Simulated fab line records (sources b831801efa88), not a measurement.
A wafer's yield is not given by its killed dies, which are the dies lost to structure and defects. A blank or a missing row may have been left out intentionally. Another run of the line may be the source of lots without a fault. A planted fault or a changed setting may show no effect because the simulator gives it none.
Which tool was responsible?    flow sky130    11 lots, 33 wafers sampled, at 3 steps of a route of 708

WHAT THE GAUGES SHOWED, per wafer
SKY_POLY_GATE_THK_MEAS_01.
lot   measured      on             POLY_GATE_CVD_00_THK (nm)
L962  day 13 09:10  film-metro-02  177.7 178.2 177.9
L964  day 14 12:25  film-metro-02  182.4 180.3 181.3
L965  day 15 00:14  film-metro-02  180.5 180.5 179.8
L966  day 15 08:42  film-metro-02  179.0 179.9 179.9
L970  day 16 13:08  film-metro-04  176.9 176.7 177.0
L974  day 18 08:11  film-metro-03  125.7 125.8 126.7
L975  day 18 12:23  film-metro-02  122.9 124.3 123.2
L976  day 18 19:46  film-metro-03  126.8 128.6 128.6
L983  day 21 12:04  film-metro-03  179.9 178.4 180.0
L984  day 21 22:37  film-metro-02  181.7 182.1 182.9
L985  day 22 03:01  film-metro-03  179.6 181.1 180.6

EACH LOT AND THE TOOL THAT RAN IT (in order: tool; ch and the chambers of the sampled wafers; start)
lot   SKY_SONOS_ONO_STRIP_17                SKY_POLY_GATE_CVD_00
L962  plasma-asher-02 ch 0,1, day 12 02:52  lpcvd-01 ch 0, day 13 07:57
L964  plasma-asher-03 ch 0,1, day 13 02:55  lpcvd-01 ch 0, day 14 11:11
L965  plasma-asher-02 ch 0,1, day 13 16:08  lpcvd-01 ch 1, day 14 23:02
L966  plasma-asher-03 ch 0,1, day 13 22:32  lpcvd-01 ch 1, day 15 06:53
L970  plasma-asher-01 ch 0,1, day 15 03:32  lpcvd-01 ch 0, day 16 11:56
L974  plasma-asher-03 ch 1, day 16 19:53    lpcvd-01 ch 1, day 18 06:22
L975  plasma-asher-02 ch 0,1, day 16 23:19  lpcvd-01 ch 0, day 18 10:34
L976  plasma-asher-03 ch 0,1, day 17 07:22  lpcvd-01 ch 1, day 18 17:58
L983  plasma-asher-01 ch 0,1, day 19 23:37  lpcvd-01 ch 1, day 21 10:15
L984  plasma-asher-01 ch 0,1, day 20 11:22  lpcvd-01 ch 0, day 21 20:48
L985  plasma-asher-03 ch 0,1, day 20 14:46  lpcvd-01 ch 1, day 22 01:12
- SKY_SONOS_ONO_STRIP_17: strips in O2/N2.
- SKY_POLY_GATE_CVD_00: deposits poly-Si, target thk 180 nm, time 720 s.

THE ANSWER, worked out from the rows above alone
Rule: usual is defined by the lots themselves. The widest of any qualifying gaps counts: lots, ordered by their means at a reading, are off when they make up no more than a third of the lots, leave a main group of 4 or more, and stand apart from it by 3 or more times the standard deviation of that group's means. If all means in a main group match to the digits the tables above print for the reading, that group is not used. A lot without any number at a reading at which 4 lots or more have one is off too. The other lots that the step has rows for count as sound.
Off: L974, L975, L976, seen at SKY_POLY_GATE_THK_MEAS_01 (POLY_GATE_CVD_00_THK). The main group: mean 179.8 nm, standard deviation 1.6.
If a tool, at a process step before that reading, ran all the lots that are off and no sound lot after the first of them, it fits. Those tools and the gauges at SKY_POLY_GATE_THK_MEAS_01 are tried in the same way. Of those tried, none fits.

WHAT WAS PUT IN BY THE SIMULATOR
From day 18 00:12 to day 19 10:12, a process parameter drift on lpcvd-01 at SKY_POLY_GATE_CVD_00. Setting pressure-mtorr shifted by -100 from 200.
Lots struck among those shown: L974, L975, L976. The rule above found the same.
